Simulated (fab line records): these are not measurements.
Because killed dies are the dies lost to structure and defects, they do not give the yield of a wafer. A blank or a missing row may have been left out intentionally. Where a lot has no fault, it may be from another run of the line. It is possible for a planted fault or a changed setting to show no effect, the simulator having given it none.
Which tool is to blame?	flow sky130	10 lots with 30 wafers sampled at 7 steps, on a route of 708 steps

## WHAT THE GAUGES READ, wafer by wafer
SKY_VIA4_OVL_MEAS_11. Usual: VIA4_OVL gives 1.1 nm (standard deviation 1.3).
lot	measured	on	VIA4_OVL (nm)	flag
L882	day 43 06:52	overlay-01	1.1 1.6 1.8	
L881	day 43 09:30	overlay-02	1.9 1.6 3.0	
L884	day 44 05:22	overlay-01	-1.8 -1.0 -0.3	
L886	day 44 06:23	overlay-02	1.5 2.0 1.1	
L888	day 46 14:05	overlay-01	1.7 2.2 1.1	
L892	day 46 15:02	overlay-01	1.6 1.7 2.7	
L894	day 46 15:42	overlay-01	1.2 1.8 2.7	
L898	day 47 13:42	overlay-01	0.5 0.5 -0.4	
L900	day 47 19:02	overlay-02	0.4 0.9 0.2	
L901	day 47 19:27	overlay-02	-0.8 -2.1 -2.1	

SKY_VIA4_RS_MEAS_19: uses a four-point probe to measure. Usual: VIA4_W_RS gives 0.2279 ohm/sq (standard deviation 0.0022).
lot	measured	on	VIA4_W_RS (ohm/sq)	flag
L882	day 43 08:05	film-metro-03	0.2303 0.2275 0.2250	
L881	day 43 10:47	film-metro-03	0.2283 0.2283 0.2302	
L884	day 44 06:19	film-metro-01	0.2292 0.2253 0.2279	
L886	day 44 07:19	film-metro-03	0.2265 0.2265 0.2253	
L888	day 46 15:03	film-metro-02	0.2243 0.2298 0.2265	
L892	day 46 16:01	film-metro-02	0.2299 0.2288 0.2267	
L894	day 46 16:38	film-metro-02	0.2267 0.2262 0.2262	
L898	day 47 14:41	film-metro-03	0.1393 0.1392 0.2306	OFF
L900	day 47 20:10	film-metro-02	0.1395 0.1389 0.2293	OFF
L901	day 47 20:26	film-metro-02	0.1389 0.2295 0.1394	OFF

SKY_VIA4_THK_MEAS_20: measures by xrf. Usual: VIA4_W_THK gives 485 nm (standard deviation 6).
lot	measured	on	VIA4_W_THK (nm)	flag
L882	day 43 08:13	film-metro-03	480 486 488	
L881	day 43 10:54	film-metro-03	482 485 484	
L884	day 44 06:26	film-metro-01	479 485 482	
L886	day 44 07:26	film-metro-03	488 488 490	
L888	day 46 15:10	film-metro-02	495 486 492	
L892	day 46 16:07	film-metro-02	485 489 495	
L894	day 46 16:46	film-metro-02	493 492 492	
L898	day 47 14:47	film-metro-03	773 781 475	OFF
L900	day 47 20:16	film-metro-02	785 788 485	OFF
L901	day 47 20:32	film-metro-02	783 480 783	OFF

SKY_METAL5_THK_MEAS_06: measures by xrf. Usual: METAL5_ALCU_THK gives 1154 nm (standard deviation 19).
lot	measured	on	METAL5_ALCU_THK (nm)	flag
L882	day 43 08:51	film-metro-01	1168 1164 1129	
L881	day 43 11:33	film-metro-01	1142 1179 1164	
L884	day 44 07:05	film-metro-03	1139 1155 1175	
L886	day 44 08:04	film-metro-04	1153 1203 1195	
L888	day 46 15:49	film-metro-04	1148 1153 1159	
L892	day 46 16:46	film-metro-01	1160 1159 1159	
L894	day 46 17:25	film-metro-03	1157 1171 1160	
L898	day 47 15:26	film-metro-03	1121 1135 1121	
L900	day 47 20:58	film-metro-04	1174 1163 1184	
L901	day 47 21:17	film-metro-03	1153 1156 1146	

## WHICH TOOL RAN EACH LOT (tool, then ch and the chambers of the sampled wafers, then the start)
lot	SKY_METAL4_ETCH_16	SKY_VIA4_CVD_18	SKY_VIA4_CMP_21
L882	rie-metal-02 ch 0,1, day 42 05:19	cvd-w-01 ch 1, day 43 07:56	cmp-02 ch 0,1,3, day 43 08:16
L881	rie-metal-04 ch 0,1, day 42 08:14	cvd-w-01 ch 0,1, day 43 10:37	cmp-02 ch 1,2,3, day 43 11:03
L884	rie-metal-01 ch 0,1, day 43 04:26	cvd-w-02 ch 0,1, day 44 06:10	cmp-02 ch 0,1,3, day 44 06:32
L886	rie-metal-01 ch 0,1, day 43 06:25	cvd-w-02 ch 1, day 44 07:09	cmp-01 ch 1,2, day 44 07:29
L888	rie-metal-02 ch 1, day 45 15:28	cvd-w-02 ch 0,1, day 46 14:53	cmp-02 ch 0,1, day 46 15:13
L892	rie-metal-04 ch 0,1, day 45 16:20	cvd-w-01 ch 0,1, day 46 15:52	cmp-02 ch 1,2,3, day 46 16:16
L894	rie-metal-04 ch 1, day 45 17:34	cvd-w-01 ch 0, day 46 16:29	cmp-01 ch 1,2, day 46 16:52
L898	rie-metal-04 ch 0,1, day 46 16:08	cvd-w-01 ch 0,1, day 47 14:30	cmp-02 ch 1,2, day 47 14:50
L900	rie-metal-02 ch 0,1, day 46 21:46	cvd-w-01 ch 0,1, day 47 19:56	cmp-02 ch 1,2,3, day 47 20:25
L901	rie-metal-02 ch 0,1, day 46 22:01	cvd-w-01 ch 0,1, day 47 20:18	cmp-02 ch 1,2,3, day 47 20:43
- SKY_METAL4_ETCH_16: etches BARC in N2/H2, stops on SiO2, time 88.2 s, target depth 60 nm.
- SKY_VIA4_CVD_18: deposits W, target thk 505 nm, time 152.14 s.
- SKY_VIA4_CMP_21: polishes, stops on SiO2, t overpolish 25 s, target thk 0 nm.

## AS READ BY THE TOOLS THEMSELVES (means over the sampled wafers that have a number; for cases with no such wafer, the mark the record gives instead)
SKY_METAL4_ETCH_16. Usual: bias-w 99.97 W, standard deviation 0.29; drypump-motor-current-A 6.37 A, standard deviation 0.2; oes-product-au 0.627 a.u., standard deviation 0.0045; throttle-valve-pct 13.204 %, standard deviation 0.01.
lot	tool	bias-w (W)	drypump-motor-current-A (A)	oes-product-au (a.u.)	throttle-valve-pct (%)	flag
L882	rie-metal-02	100.13	6.43	0.629	13.208	
L881	rie-metal-04	99.76	6.44	0.622	13.198	
L884	rie-metal-01	100.22	6.17	0.622	13.205	
L886	rie-metal-01	100.00	6.16	0.630	13.206	
L888	rie-metal-02	100.23	6.33	0.625	13.195	
L892	rie-metal-04	100.14	6.45	0.625	13.199	
L894	rie-metal-04	99.51	6.49	0.625	13.199	
L898	rie-metal-04	99.99	6.39	0.628	13.210	
L900	rie-metal-02	99.95	6.51	0.625	13.195	
L901	rie-metal-02	100.18	6.49	0.627	13.209	

SKY_VIA4_CVD_18. Usual: heater-power-w 863 W, standard deviation 44.
lot	tool	heater-power-w (W)	flag
L882	cvd-w-01	904	
L881	cvd-w-01	859	
L884	cvd-w-02	891	
L886	cvd-w-02	826	
L888	cvd-w-02	873	
L892	cvd-w-01	865	
L894	cvd-w-01	815	
L898	cvd-w-01	867	
L900	cvd-w-01	872	
L901	cvd-w-01	862	

SKY_VIA4_CMP_21. Usual: motor-current-A 10.6 A, standard deviation 1.1; time-to-endpoint-s 122 s, standard deviation 5.2.
lot	tool	motor-current-A (A)	time-to-endpoint-s (s)	flag
L882	cmp-02	10.4	125	
L881	cmp-02	10.6	124	
L884	cmp-02	10.2	122	
L886	cmp-01	10.8	118	
L888	cmp-02	11.0	128	
L892	cmp-02	10.1	122	
L894	cmp-01	10.8	118	
L898	cmp-02	11.7	176	OFF
L900	cmp-02	10.6	173	OFF
L901	cmp-02	10.5	178	OFF

## THE ANSWER, worked out from the rows above alone
Rule: take the mean of a lot's wafers that have a number; if it is more than 3 standard deviations from the usual mean, the lot is off. Also off: a lot with no number at a reading for which 4 or more lots have one. Where the step has rows for the other lots, those lots are counted as sound. First the gauges in route order, then the tools' own readings, where a lot's mean is used as printed above. The first step at which some lot is off is used, and at that step the reading that is off furthest; a lot without a number counts as furthest.
Off: L898, L900, L901, seen at SKY_VIA4_RS_MEAS_19 (VIA4_W_RS).
If a tool, at a process step before that reading, ran all the lots that are off and no sound lot after the first of them, it fits. The gauges at SKY_VIA4_RS_MEAS_19 aren't tried: what is off there is off at SKY_VIA4_CMP_21 too, on other tools, and a gauge's error can't cause that. One candidate fits, namely cvd-w-01 at SKY_VIA4_CVD_18. A fault onset in the window from L894 (day 46 16:29, its last sound lot) to L898 (day 47 14:30, its first lot off) fits.

## WHAT THE SIMULATOR HAD INSERTED
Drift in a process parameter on cvd-w-01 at SKY_VIA4_CVD_18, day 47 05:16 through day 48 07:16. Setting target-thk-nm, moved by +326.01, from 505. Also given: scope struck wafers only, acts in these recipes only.
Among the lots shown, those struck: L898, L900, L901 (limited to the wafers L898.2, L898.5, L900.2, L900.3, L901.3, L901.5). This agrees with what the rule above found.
